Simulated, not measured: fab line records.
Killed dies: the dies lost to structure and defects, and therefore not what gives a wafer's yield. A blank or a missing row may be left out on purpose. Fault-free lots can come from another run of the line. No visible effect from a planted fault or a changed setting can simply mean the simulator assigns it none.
The tool behind it: which one? + flow gf180mcu + 18 wafers from 6 lots sampled at 3 of the route's 602 steps

## WHAT THE GAUGES SHOWED, per wafer
GF_VT_IMPLANT_RS_MEAS_47: measures by four-point-probe.
| lot  | measured     | on            | NWELL_RS (ohm/sq) |
|------|--------------|---------------|-------------------|
| L393 | day 7 17:33  | film-metro-02 | 487.5 486.9 486.8 |
| L399 | day 9 05:13  | film-metro-04 | 488.1 488.7 489.5 |
| L403 | day 10 11:48 | film-metro-03 | 481.7 482.1 481.1 |
| L407 | day 12 02:48 | film-metro-04 | 486.9 487.6 486.6 |
| L409 | day 12 11:43 | film-metro-02 | 487.4 488.4 487.2 |
| L413 | day 13 13:37 | film-metro-02 | 486.8 487.1 489.0 |

## EACH LOT AND THE TOOL THAT RAN IT (in order: tool; ch and the chambers of the sampled wafers; start)
| lot  | GF_NWELL_IMPLANT_08            | GF_VT_IMPLANT_STRIP_31               |
|------|--------------------------------|--------------------------------------|
| L393 | implanter-01 ch 0, day 3 13:19 | plasma-asher-01 ch 0,1, day 7 01:14  |
| L399 | implanter-01 ch 0, day 4 19:15 | plasma-asher-03 ch 0,1, day 8 12:09  |
| L403 | implanter-01 ch 0, day 5 17:17 | plasma-asher-01 ch 0,1, day 9 17:07  |
| L407 | implanter-02 ch 0, day 6 23:35 | plasma-asher-01 ch 0,1, day 11 06:43 |
| L409 | implanter-02 ch 0, day 7 06:44 | plasma-asher-03 ch 0, day 11 15:42   |
| L413 | implanter-02 ch 0, day 8 04:54 | plasma-asher-01 ch 0,1, day 12 17:01 |
- GF_NWELL_IMPLANT_08
- GF_VT_IMPLANT_STRIP_31: strips in O2/N2.

## THE ANSWER, worked out from the rows above alone
Rule: the lots themselves supply what counts as usual. The widest of any qualifying gaps counts: lots, ordered by their means at a reading, are off when they make up no more than a third of the lots, leave a main group of 4 or more, and stand apart from it by 3 or more times the standard deviation of that group's means. If all means in a main group match to the digits the tables above print for the reading, that group is not used. Also off: a lot with no number at a reading for which 4 or more lots have one. Where the step has rows for the other lots, those lots are counted as sound.
Off: at GF_VT_IMPLANT_RS_MEAS_47 (NWELL_RS), L403. The main group has a mean of 487.6 ohm/sq with a standard deviation of 0.63.
If a tool, at a process step before that reading, ran all the lots that are off and no sound lot after the first of them, it fits. Those tools and the gauges at GF_VT_IMPLANT_RS_MEAS_47 are tried in the same way. This does not decide it: 2 tools fit, namely implanter-01 at GF_NWELL_IMPLANT_08 and film-metro-03 at GF_VT_IMPLANT_RS_MEAS_47.

## WHAT THE SIMULATOR HAD INSERTED
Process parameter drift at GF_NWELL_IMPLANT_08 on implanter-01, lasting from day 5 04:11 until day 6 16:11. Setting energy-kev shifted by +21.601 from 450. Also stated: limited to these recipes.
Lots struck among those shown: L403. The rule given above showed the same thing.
